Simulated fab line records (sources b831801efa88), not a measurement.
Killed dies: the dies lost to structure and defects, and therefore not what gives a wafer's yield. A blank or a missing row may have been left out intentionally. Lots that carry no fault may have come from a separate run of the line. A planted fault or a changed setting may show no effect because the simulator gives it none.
Which tool is to blame? / flow sky130 / 33 wafers from 11 lots sampled at 3 of the route's 708 steps

== WHAT THE GAUGES READ, wafer by wafer ==
SKY_LDD_N_TW_MEAS_17.
lot=L269; measured=day 18 16:56; on=film-metro-03; LDD_N_TW=2615 2628 2603
lot=L271; measured=day 19 12:48; on=film-metro-01; LDD_N_TW=2607 2606 2625
lot=L274; measured=day 20 00:26; on=film-metro-03; LDD_N_TW=2618 2620 2608
lot=L275; measured=day 20 12:57; on=film-metro-03; LDD_N_TW=2619 2623 2609
lot=L277; measured=day 21 07:44; on=film-metro-01; LDD_N_TW=2524 2533 2524
lot=L278; measured=day 21 15:24; on=film-metro-01; LDD_N_TW=2601 2598 2609
lot=L279; measured=day 21 20:23; on=film-metro-01; LDD_N_TW=2524 2514 2532
lot=L288; measured=day 24 21:51; on=film-metro-01; LDD_N_TW=2611 2612 2605
lot=L289; measured=day 25 02:39; on=film-metro-03; LDD_N_TW=2587 2596 2598
lot=L290; measured=day 25 18:58; on=film-metro-03; LDD_N_TW=2589 2587 2584
lot=L291; measured=day 25 22:32; on=film-metro-04; LDD_N_TW=2615 2600 2597

== WHAT TOOL EACH LOT RAN ON (gives the tool, then ch and the chambers of the sampled wafers, and finally the start) ==
lot=L269; SKY_LDD_N_IMPLANT_09=implanter-01 ch 0, day 18 15:49; SKY_LDD_N_STRIP_16=plasma-asher-04 ch 0,1, day 18 16:51
lot=L271; SKY_LDD_N_IMPLANT_09=implanter-01 ch 0, day 19 11:41; SKY_LDD_N_STRIP_16=plasma-asher-04 ch 0,1, day 19 12:42
lot=L274; SKY_LDD_N_IMPLANT_09=implanter-01 ch 0, day 19 23:17; SKY_LDD_N_STRIP_16=plasma-asher-03 ch 0,1, day 20 00:20
lot=L275; SKY_LDD_N_IMPLANT_09=implanter-01 ch 0, day 20 11:49; SKY_LDD_N_STRIP_16=plasma-asher-01 ch 0,1, day 20 12:50
lot=L277; SKY_LDD_N_IMPLANT_09=implanter-01 ch 0, day 21 06:35; SKY_LDD_N_STRIP_16=plasma-asher-01 ch 0,1, day 21 07:38
lot=L278; SKY_LDD_N_IMPLANT_09=implanter-02 ch 0, day 21 14:16; SKY_LDD_N_STRIP_16=plasma-asher-03 ch 0, day 21 15:17
lot=L279; SKY_LDD_N_IMPLANT_09=implanter-01 ch 0, day 21 19:16; SKY_LDD_N_STRIP_16=plasma-asher-03 ch 0,1, day 21 20:18
lot=L288; SKY_LDD_N_IMPLANT_09=implanter-02 ch 0, day 24 20:43; SKY_LDD_N_STRIP_16=plasma-asher-04 ch 1, day 24 21:44
lot=L289; SKY_LDD_N_IMPLANT_09=implanter-01 ch 0, day 25 01:31; SKY_LDD_N_STRIP_16=plasma-asher-04 ch 0,1, day 25 02:32
lot=L290; SKY_LDD_N_IMPLANT_09=implanter-04 ch 0, day 25 17:50; SKY_LDD_N_STRIP_16=plasma-asher-03 ch 0,1, day 25 18:52
lot=L291; SKY_LDD_N_IMPLANT_09=implanter-04 ch 0, day 25 21:25; SKY_LDD_N_STRIP_16=plasma-asher-03 ch 0,1, day 25 22:27
- SKY_LDD_N_IMPLANT_09
- SKY_LDD_N_STRIP_16: strips in O2/N2.

== THE ANSWER, worked out from the rows above alone ==
Rule: the lots themselves supply what counts as usual. The widest of any qualifying gaps counts: lots, ordered by their means at a reading, are off when they make up no more than a third of the lots, leave a main group of 4 or more, and stand apart from it by 3 or more times the standard deviation of that group's means. The tables above print the reading to a certain number of digits; a main group whose means all agree to those digits is not used. Also off: a lot with no number at a reading for which 4 or more lots have one. Where the step has rows for the other lots, those lots are counted as sound.
Off: L277, L279, seen at SKY_LDD_N_TW_MEAS_17 (LDD_N_TW). The main group has a mean of 2606 with a standard deviation of 9.9.
If a tool, at a process step before that reading, ran all the lots that are off and no sound lot after the first of them, it fits. Those tools and the gauges at SKY_LDD_N_TW_MEAS_17 are tried in the same way. Not one of the candidates tried fits.

== WHAT WAS PUT IN BY THE SIMULATOR ==
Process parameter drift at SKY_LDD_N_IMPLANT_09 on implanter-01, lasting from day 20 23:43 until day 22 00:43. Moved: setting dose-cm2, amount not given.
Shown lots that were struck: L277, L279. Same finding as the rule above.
